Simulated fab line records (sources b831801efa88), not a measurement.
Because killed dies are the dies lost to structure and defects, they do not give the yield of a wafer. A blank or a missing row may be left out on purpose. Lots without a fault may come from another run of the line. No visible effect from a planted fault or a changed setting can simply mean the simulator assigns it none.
Matching of chambers -- flow gf180mcu -- GF_V1_CMP_04 on cmp-01: 4 sister chambers
The step polishes SiO2. 4 wafers are shown with their chamber, then 8 later ones without.

== WAFERS, EACH WITH ITS CHAMBER ==
wafer,chamber,motorCurrentA (A)
L376.3,3,13.4
L380.5,2,13.4
L388.5,1,11.6
L390.1,0,11.4

== WAFERS WHOSE CHAMBER IS MISSING ==
wafer,motorCurrentA (A)
L390.2,11.7
L390.6,13.6
L391.2,13.8
L391.3,11.1
L391.4,11.6
L394.2,14.0
L394.3,13.9
L394.6,11.6

== CHAMBER TAKEN BY EACH ==
wafer,from the rows above,in truth
L390.2,can't be placed: 1 or 0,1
L390.6,can't be placed: 2 or 3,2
L391.2,can't be placed: 2 or 3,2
L391.3,can't be placed: 0 or 1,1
L391.4,can't be placed: 1 or 0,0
L394.2,can't be placed: 2 or 3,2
L394.3,can't be placed: 2 or 3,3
L394.6,can't be placed: 1 or 0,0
Placed correctly: 0 of 8. These rows do not allow placing 8 (true chamber among the candidates in 8). Placed wrongly: 0.
How it was worked out, from the rows above alone: a wafer's distance from a chamber is the root of the sum, over the readings, of the square of ((its reading less the chamber's mean) divided by the reading's scatter). The wafer belongs to the nearest chamber; if the next one is less than 2 further off, it can't be placed. Each chamber's mean is taken over the wafers shown for it. The scatter (one wafer shown for each chamber): square how far every hidden wafer sits from the nearest shown wafer, average those squares and take the square root.
